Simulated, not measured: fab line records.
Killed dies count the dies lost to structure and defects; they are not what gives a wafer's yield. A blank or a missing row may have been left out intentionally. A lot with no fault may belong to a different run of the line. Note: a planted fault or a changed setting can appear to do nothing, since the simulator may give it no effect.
Which of the tools did it? ; flow gf180mcu ; Sampling: 14 lots, 42 wafers, 6 of 602 route steps

## WHAT THE GAUGES READ, wafer by wafer
GF_M1_CD_MEAS_14 targets a cd of 230 nm.
lot;measured;on;cd_nm (nm)
L778;day 17 08:22;cd_sem-02;227.7 227.8 228.8
L779;day 17 11:55;cd_sem-01;229.5 229.4 229.1
L780;day 18 00:43;cd_sem-01;227.8 228.6 228.7
L781;day 18 05:13;cd_sem-01;228.9 227.7 228.6
L782;day 18 13:26;cd_sem-01;229.5 229.5 228.6
L783;day 18 23:16;cd_sem-01;230.5 230.3 229.9
L784;day 19 09:02;cd_sem-01;229.4 229.5 230.0
L785;day 19 23:11;cd_sem-02;229.5 229.2 229.1
L786;day 20 10:18;cd_sem-02;230.4 228.6 229.8
L790;day 21 19:00;cd_sem-02;170.7 171.9 170.9
L793;day 22 19:56;cd_sem-01;170.8 170.8 169.7
L797;day 23 22:27;cd_sem-02;230.2 228.7 229.5
L800;day 24 23:08;cd_sem-01;228.3 227.3 227.9
L801;day 25 03:55;cd_sem-01;229.9 230.1 229.0

GF_V1_THK_MEAS_01.
lot;measured;on;V1_CVD_00_THK (nm)
L778;day 17 09:19;film_metro-02;588 580 585
L779;day 17 12:47;film_metro-01;581 583 579
L780;day 18 01:36;film_metro-02;580 571 577
L781;day 18 06:05;film_metro-01;586 580 579
L782;day 18 14:18;film_metro-01;589 581 583
L783;day 19 00:09;film_metro-01;584 583 587
L784;day 19 09:54;film_metro-02;577 578 571
L785;day 20 00:08;film_metro-01;573 580 582
L786;day 20 11:17;film_metro-04;577 583 572
L797;day 23 23:20;film_metro-01;590 586 591
L800;day 25 00:00;film_metro-04;574 577 572
L801;day 25 04:49;film_metro-01;577 573 576

## WHAT TOOL EACH LOT RAN ON (gives the tool, then ch and the chambers of the sampled wafers, and finally the start)
lot;GF_SALICIDE_RTA_08;GF_CONTACT_CMP_04;GF_M1_SOFTBAKE_10;GF_M1_STRIP_17
L778;rtp_anneal-01 ch 0, day 15 09:49;cmp-02 ch 0,1,2, day 15 10:16;litho_track-03 ch 0, day 16 20:46;plasma_asher-02 ch 0,1, day 17 08:37
L779;rtp_anneal-01 ch 0, day 15 13:21;cmp-01 ch 1,2,3, day 15 13:44;litho_track-04 ch 0, day 17 00:16;plasma_asher-02 ch 0,1, day 17 12:10
L780;rtp_anneal-01 ch 0, day 16 00:36;cmp-01 ch 1,2, day 16 00:59;litho_track-03 ch 0, day 17 12:34;plasma_asher-04 ch 0,1, day 18 00:59
L781;rtp_anneal-01 ch 0, day 16 05:05;cmp-02 ch 0,1,3, day 16 05:25;litho_track-04 ch 0, day 17 17:28;plasma_asher-04 ch 0,1, day 18 05:28
L782;rtp_anneal-02 ch 0, day 16 13:10;cmp-01 ch 0,1,2, day 16 13:32;litho_track-01 ch 0, day 18 02:23;plasma_asher-04 ch 0,1, day 18 13:40
L783;rtp_anneal-01 ch 0, day 16 22:50;cmp-01 ch 0,1,3, day 16 23:13;litho_track-04 ch 0, day 18 11:13;plasma_asher-04 ch 0,1, day 18 23:32
L784;rtp_anneal-01 ch 0, day 17 06:59;cmp-02 ch 0,2,3, day 17 07:25;litho_track-01 ch 0, day 18 20:23;plasma_asher-02 ch 0,1, day 19 09:17
L785;rtp_anneal-02 ch 0, day 17 21:25;cmp-02 ch 0,1, day 17 21:46;litho_track-04 ch 0, day 19 11:02;plasma_asher-04 ch 0,1, day 19 23:26
L786;rtp_anneal-01 ch 0, day 18 07:36;cmp-02 ch 1,2,3, day 18 07:59;litho_track-04 ch 0, day 19 21:54;plasma_asher-04 ch 0,1, day 20 10:41
L790;rtp_anneal-01 ch 0, day 19 16:31;cmp-01 ch 0,1,3, day 19 16:50;litho_track-03 ch 0, day 21 06:46;plasma_asher-04 ch 0,1, day 21 19:16
L793;rtp_anneal-01 ch 0, day 20 17:50;cmp-02 ch 1,3, day 20 18:08;litho_track-03 ch 0, day 22 08:31;plasma_asher-04 ch 0,1, day 22 20:13
L797;rtp_anneal-01 ch 0, day 21 21:41;cmp-02 ch 1,2, day 21 22:01;litho_track-04 ch 0, day 23 11:24;plasma_asher-02 ch 0,1, day 23 22:43
L800;rtp_anneal-02 ch 0, day 22 23:56;cmp-02 ch 1,3, day 23 00:19;litho_track-04 ch 0, day 24 12:38;plasma_asher-04 ch 0,1, day 24 23:23
L801;rtp_anneal-02 ch 0, day 23 04:59;cmp-01 ch 0,1,2, day 23 05:24;litho_track-01 ch 0, day 24 17:12;plasma_asher-03 ch 0,1, day 25 04:11
- GF_SALICIDE_RTA_08: time 30 s.
- GF_CONTACT_CMP_04: polishes SiO2.
- GF_M1_SOFTBAKE_10: time 60 s.
- GF_M1_STRIP_17: strips in O2/N2.

## WHAT THE TOOLS THEMSELVES READ (means of the sampled wafers that have a number; where no wafer has one, the mark that the record gives instead)
GF_SALICIDE_RTA_08.
lot;tool;lamp_power_pct (%);wafer_temp_C_max
L778;rtp_anneal-01;19.2;805.3
L779;rtp_anneal-01;19.2;806.8
L780;rtp_anneal-01;19.2;806.0
L781;rtp_anneal-01;19.2;806.2
L782;rtp_anneal-02;14.8;804.2
L783;rtp_anneal-01;19.2;806.7
L784;rtp_anneal-01;19.2;806.1
L785;rtp_anneal-02;14.8;803.6
L786;rtp_anneal-01;19.2;805.5
L790;rtp_anneal-01;19.2;806.0
L793;rtp_anneal-01;19.2;804.7
L797;rtp_anneal-01;19.2;806.5
L800;rtp_anneal-02;14.7;805.0
L801;rtp_anneal-02;14.7;804.1

GF_CONTACT_CMP_04.
lot;tool;motor_current_A (A);retaining_ring_pressure_frac;time_to_endpoint_s (s)
L778;cmp-02;11.9;1.002;108
L779;cmp-01;12.8;0.996;118
L780;cmp-01;13.9;1.004;121
L781;cmp-02;11.1;1.002;108
L782;cmp-01;13.3;1.002;112
L783;cmp-01;13.3;1.001;119
L784;cmp-02;11.6;0.999;107
L785;cmp-02;11.9;0.992;114
L786;cmp-02;11.9;1.000;109
L790;cmp-01;13.1;1.001;100
L793;cmp-02;11.8;1.001;110
L797;cmp-02;12.4;1.001;113
L800;cmp-02;11.3;0.997;107
L801;cmp-01;13.4;1.002;110

GF_M1_SOFTBAKE_10.
lot;tool;exhaust_pa (Pa);heater_power_total_W (W);plate_temp_C (C)
L778;litho_track-03;45.5;93.08;130.09
L779;litho_track-04;44.7;93.10;130.03
L780;litho_track-03;45.1;93.09;130.02
L781;litho_track-04;44.2;93.03;129.90
L782;litho_track-01;44.2;93.06;129.94
L783;litho_track-04;45.8;92.98;129.86
L784;litho_track-01;45.0;93.10;130.02
L785;litho_track-04;45.3;93.07;129.93
L786;litho_track-04;45.2;93.07;130.00
L790;litho_track-03;44.9;107.37;145.10
L793;litho_track-03;45.6;107.38;145.25
L797;litho_track-04;44.3;92.97;130.06
L800;litho_track-04;44.4;93.04;130.08
L801;litho_track-01;45.6;92.96;130.07

GF_M1_STRIP_17.
lot;tool;drypump_motor_current_A (A);heater_power_w (W);oes_product_au (a.u.);strip_time_to_endpoint_s (s)
L778;plasma_asher-02;5.9;365;0.554;7.83
L779;plasma_asher-02;5.6;362;0.556;7.86
L780;plasma_asher-04;5.1;328;0.553;7.85
L781;plasma_asher-04;5.4;340;0.558;7.84
L782;plasma_asher-04;5.1;327;0.555;7.84
L783;plasma_asher-04;5.3;334;0.550;7.80
L784;plasma_asher-02;5.9;363;0.554;7.83
L785;plasma_asher-04;5.1;330;0.554;7.83
L786;plasma_asher-04;5.1;332;0.553;7.82
L790;plasma_asher-04;5.1;327;0.551;7.67
L793;plasma_asher-04;5.4;330;0.549;7.67
L797;plasma_asher-02;5.6;360;0.552;7.85
L800;plasma_asher-04;5.3;334;0.555;7.88
L801;plasma_asher-03;5.6;329;0.558;7.84

## THE ANSWER, worked out from the rows above alone
Rule: the lots themselves supply what counts as usual. The widest of any qualifying gaps counts: lots, ordered by their means at a reading, are off when they make up no more than a third of the lots, leave a main group of 4 or more, and stand apart from it by 3 or more times the standard deviation of that group's means. If all means in a main group match to the digits the tables above print for the reading, that group is not used. Also off: a lot with no number at a reading for which 4 or more lots have one. Any other lot the step has rows for is counted as sound. Order of review: gauges by route order, followed by the tools' own readings, for which a lot's mean as printed above is used. At the first step where some lot is off, the reading lying furthest off is the one used; lots without a number count as furthest.
Off: L790, L793 (GF_M1_CD_MEAS_14, cd_nm). The main group: mean 229.1 nm, standard deviation 0.71.
A tool fits if, at a process step before that reading, it ran every lot that is off, and no sound lot after the first of them. The gauges at GF_M1_CD_MEAS_14 aren't tried: what is off there is off at GF_M1_SOFTBAKE_10 too, on other tools, and a gauge's error can't cause that. One fits: litho_track-03 at GF_M1_SOFTBAKE_10. Its last sound lot is L780 (day 17 12:34), its first lot that is off L790 (day 21 06:46): a fault that began between those two fits.
The tool's own readings at GF_M1_SOFTBAKE_10 bear it out: on the lots that are off they differ by more than 5 times the standard deviation of the sound lots' means. heater_power_total_W reads 107.38 W there against 93.05 W on the sound lots; plate_temp_C reads 145.18 C there against 130.00 C on the sound lots.

## WHAT THE SIMULATOR PUT IN
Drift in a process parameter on litho_track-03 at GF_M1_SOFTBAKE_10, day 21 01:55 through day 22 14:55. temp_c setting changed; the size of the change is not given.
Lots struck among those shown: L790, L793. The same result came from the rule above.
